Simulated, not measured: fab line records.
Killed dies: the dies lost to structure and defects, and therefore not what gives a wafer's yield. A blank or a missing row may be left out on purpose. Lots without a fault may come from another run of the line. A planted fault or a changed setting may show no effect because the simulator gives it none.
Which of the tools did it? -- flow sky130 -- 72 wafers from 24 lots sampled at 3 of the route's 708 steps

WHAT THE GAUGES READ, wafer by wafer
SKY_CAP2M_THK_MEAS_04: measures by xrf.
lot,measured,on,CAP2M_TIN_THK (nm)
L074,day 40 11:53,film metro-01,199.9 204.8 202.4
L075,day 40 20:08,film metro-02,197.1 199.8 201.8
L077,day 41 06:16,film metro-02,199.4 202.4 200.5
L076,day 41 09:02,film metro-01,201.8 202.2 200.2
L078,day 41 10:47,film metro-04,195.4 199.8 201.3
L079,day 41 13:40,film metro-02,201.1 200.0 200.1
L080,day 41 22:52,film metro-01,201.0 200.1 195.4
L081,day 42 13:58,film metro-02,197.8 202.5 197.1
L082,day 42 14:49,film metro-01,196.3 202.3 200.3
L083,day 42 18:23,film metro-04,201.3 206.7 203.6
L084,day 42 23:23,film metro-04,198.4 201.5 200.4
L085,day 43 03:26,film metro-02,199.1 200.5 199.4
L086,day 43 06:05,film metro-04,198.9 197.0 197.5
L088,day 43 22:52,film metro-02,199.0 200.1 200.3
L087,day 43 23:23,film metro-04,196.6 201.4 198.0
L089,day 44 05:44,film metro-01,198.2 200.7 197.2
L091,day 44 15:06,film metro-04,195.9 202.1 195.9
L092,day 44 21:50,film metro-04,198.0 198.7 198.4
L090,day 44 22:25,film metro-04,197.0 199.3 196.7
L093,day 45 05:46,film metro-02,201.5 204.7 203.5
L094,day 45 08:02,film metro-02,192.0 196.0 194.4
L095,day 46 04:14,film metro-04,199.8 200.0 200.6
L096,day 46 00:44,film metro-01,204.1 203.1 200.2
L097,day 46 04:24,film metro-01,203.4 199.3 199.8

WHICH TOOL RAN EACH LOT (tool, then ch and the chambers of the sampled wafers, then the start)
lot,SKY_VIA3_STRIP_16,SKY_CAP2M_SPUTTER_02
L074,"plasma asher-03 ch 0,1, day 40 10:08","pvd sputter-03, day 40 11:38"
L075,"plasma asher-03 ch 0, day 40 18:24","pvd sputter-03, day 40 19:53"
L077,"plasma asher-04 ch 0,1, day 41 04:32","pvd sputter-01, day 41 06:02"
L076,"plasma asher-02 ch 0,1, day 41 06:59","pvd sputter-01, day 41 08:47"
L078,"plasma asher-02 ch 0,1, day 41 08:37","pvd sputter-03, day 41 10:32"
L079,"plasma asher-03 ch 1, day 41 11:49","pvd sputter-01, day 41 13:26"
L080,"plasma asher-03 ch 0,1, day 41 21:06","pvd sputter-03, day 41 22:38"
L081,"plasma asher-03 ch 0,1, day 42 00:42","pvd sputter-04, day 42 13:44"
L082,"plasma asher-03 ch 0,1, day 42 13:06","pvd sputter-03, day 42 14:35"
L083,"plasma asher-02 ch 0,1, day 42 16:39","pvd sputter-04, day 42 18:09"
L084,"plasma asher-04 ch 0,1, day 42 21:41","pvd sputter-03, day 42 23:08"
L085,"plasma asher-03 ch 0,1, day 43 01:43","pvd sputter-01, day 43 03:12"
L086,"plasma asher-04 ch 0, day 43 04:22","pvd sputter-04, day 43 05:51"
L088,"plasma asher-02 ch 0,1, day 43 21:08","pvd sputter-03, day 43 22:38"
L087,"plasma asher-02 ch 0,1, day 43 21:39","pvd sputter-03, day 43 23:08"
L089,"plasma asher-04 ch 0,1, day 44 03:56","pvd sputter-04, day 44 05:29"
L091,"plasma asher-02 ch 0,1, day 44 13:22","pvd sputter-03, day 44 14:51"
L092,"plasma asher-02 ch 0,1, day 44 19:43","pvd sputter-01, day 44 21:36"
L090,"plasma asher-04 ch 0,1, day 44 20:32","pvd sputter-03, day 44 22:10"
L093,"plasma asher-03 ch 0,1, day 45 03:55","pvd sputter-01, day 45 05:32"
L094,"plasma asher-03 ch 0,1, day 45 06:10","pvd sputter-03, day 45 07:47"
L095,"plasma asher-03 ch 0,1, day 45 21:08","pvd sputter-01, day 46 03:59"
L096,"plasma asher-02 ch 0,1, day 45 22:59","pvd sputter-04, day 46 00:29"
L097,"plasma asher-04 ch 0,1, day 46 02:35","pvd sputter-04, day 46 04:10"
- SKY_VIA3_STRIP_16: strips in O2/N2.
- SKY_CAP2M_SPUTTER_02: material TiN, target thk 200 nm, time 166.7 s.

WHAT THE TOOLS THEMSELVES READ (means of the sampled wafers that have a number; where no wafer has one, the mark that the record gives instead)
SKY_VIA3_STRIP_16.
lot,tool,drypump motor current A (A),oes product au (a.u.),strip time to endpoint s (s)
L074,plasma asher-03,5.4,0.402,4.06
L075,plasma asher-03,4.9,0.405,4.12
L077,plasma asher-04,5.9,0.403,4.14
L076,plasma asher-02,5.2,0.400,4.13
L078,plasma asher-02,5.2,0.402,4.11
L079,plasma asher-03,6.3,0.398,4.11
L080,plasma asher-03,5.8,0.404,4.12
L081,plasma asher-03,5.4,0.401,4.13
L082,plasma asher-03,5.4,0.400,4.13
L083,plasma asher-02,5.2,0.403,4.12
L084,plasma asher-04,5.8,0.399,4.15
L085,plasma asher-03,5.4,0.399,4.13
L086,plasma asher-04,5.7,0.402,4.11
L088,plasma asher-02,5.1,0.402,4.16
L087,plasma asher-02,5.3,0.406,4.10
L089,plasma asher-04,5.9,0.404,4.12
L091,plasma asher-02,5.2,0.403,4.11
L092,plasma asher-02,5.2,0.403,4.11
L090,plasma asher-04,5.9,0.402,4.15
L093,plasma asher-03,5.8,0.397,4.13
L094,plasma asher-03,5.4,0.403,4.10
L095,plasma asher-03,5.8,0.403,4.15
L096,plasma asher-02,5.2,0.402,4.16
L097,plasma asher-04,5.9,0.404,4.15

SKY_CAP2M_SPUTTER_02.
lot,tool,throttle valve pct (%)
L074,pvd sputter-03,29.8
L075,pvd sputter-03,29.9
L077,pvd sputter-01,30.2
L076,pvd sputter-01,29.8
L078,pvd sputter-03,29.8
L079,pvd sputter-01,30.8
L080,pvd sputter-03,30.2
L081,pvd sputter-04,30.3
L082,pvd sputter-03,29.9
L083,pvd sputter-04,30.1
L084,pvd sputter-03,30.1
L085,pvd sputter-01,30.1
L086,pvd sputter-04,30.4
L088,pvd sputter-03,30.5
L087,pvd sputter-03,29.8
L089,pvd sputter-04,30.0
L091,pvd sputter-03,29.0
L092,pvd sputter-01,29.6
L090,pvd sputter-03,29.6
L093,pvd sputter-01,30.0
L094,pvd sputter-03,29.2
L095,pvd sputter-01,29.7
L096,pvd sputter-04,30.1
L097,pvd sputter-04,30.1

THE ANSWER, worked out from the rows above alone
Rule: the usual values come from the lots themselves. Put in order of their means at a reading, lots are off if they are a third of the lots or fewer, leave a main group of 4 or more, and stand apart from it by a gap of 3 or more times the standard deviation of the main group's means; of several such gaps the widest counts. If all means in a main group match to the digits the tables above print for the reading, that group is not used. A lot without any number at a reading at which 4 lots or more have one is off too. Any other lot the step has rows for is counted as sound. First the gauges in route order, then the tools' own readings, where a lot's mean is used as printed above. The first step at which some lot is off is used, and at that step the reading that is off furthest; a lot without a number counts as furthest.
Across all readings shown, no lot is off: no conclusion can be drawn from this.

WHAT HAD BEEN PUT IN BY THE SIMULATOR
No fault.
